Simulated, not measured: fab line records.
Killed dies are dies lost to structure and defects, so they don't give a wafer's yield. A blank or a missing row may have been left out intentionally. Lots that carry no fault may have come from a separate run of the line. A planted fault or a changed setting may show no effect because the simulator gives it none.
Which of the tools did it? -- flow gf180mcu -- 6 lots with 18 wafers sampled at 3 steps, on a route of 602 steps

WHAT THE GAUGES READ, wafer by wafer
GF_PASSIVATION_THK_MEAS_01.
lot,measured,on,PASSIVATION_CVD_00_THK (nm)
L430,day 28 16:53,film_metro-02,1021 991 990
L434,day 29 21:35,film_metro-03,967 970 976
L437,day 30 16:35,film_metro-03,975 988 993
L442,day 32 01:54,film_metro-02,981 988 996
L446,day 33 02:56,film_metro-03,995 989 1018
L449,day 33 23:37,film_metro-04,985 1022 999

EACH LOT AND THE TOOL THAT RAN IT (in order: tool; ch and the chambers of the sampled wafers; start)
lot,GF_M3_SPUTTER_01,GF_V4_STRIP_18
L430,"pvd_sputter-02, day 21 00:37","plasma_asher-03 ch 0,1, day 25 00:49"
L434,"pvd_sputter-03, day 22 10:59","plasma_asher-03 ch 0,1, day 26 07:28"
L437,"pvd_sputter-04, day 23 12:59","plasma_asher-02 ch 0,1, day 27 06:31"
L442,"pvd_sputter-04, day 25 04:01","plasma_asher-02 ch 0,1, day 28 18:56"
L446,"pvd_sputter-03, day 26 11:14","plasma_asher-03 ch 0,1, day 30 00:50"
L449,"pvd_sputter-02, day 27 14:53","plasma_asher-03 ch 0,1, day 30 23:34"
- GF_M3_SPUTTER_01: material TiN, target thk 30 nm, time 25 s.
- GF_V4_STRIP_18: strips in O2/N2.

THE ANSWER, worked out from the rows above alone
Rule: the usual values come from the lots themselves. Put in order of their means at a reading, lots are off if they are a third of the lots or fewer, leave a main group of 4 or more, and stand apart from it by a gap of 3 or more times the standard deviation of the main group's means; of several such gaps the widest counts. Not used: any main group whose means are identical at the precision the tables above print for the reading. A lot without any number at a reading at which 4 lots or more have one is off too. All remaining lots with rows at the step are treated as sound.
None of the lots is off at any reading shown; this tells nothing.

WHAT WAS PUT IN BY THE SIMULATOR
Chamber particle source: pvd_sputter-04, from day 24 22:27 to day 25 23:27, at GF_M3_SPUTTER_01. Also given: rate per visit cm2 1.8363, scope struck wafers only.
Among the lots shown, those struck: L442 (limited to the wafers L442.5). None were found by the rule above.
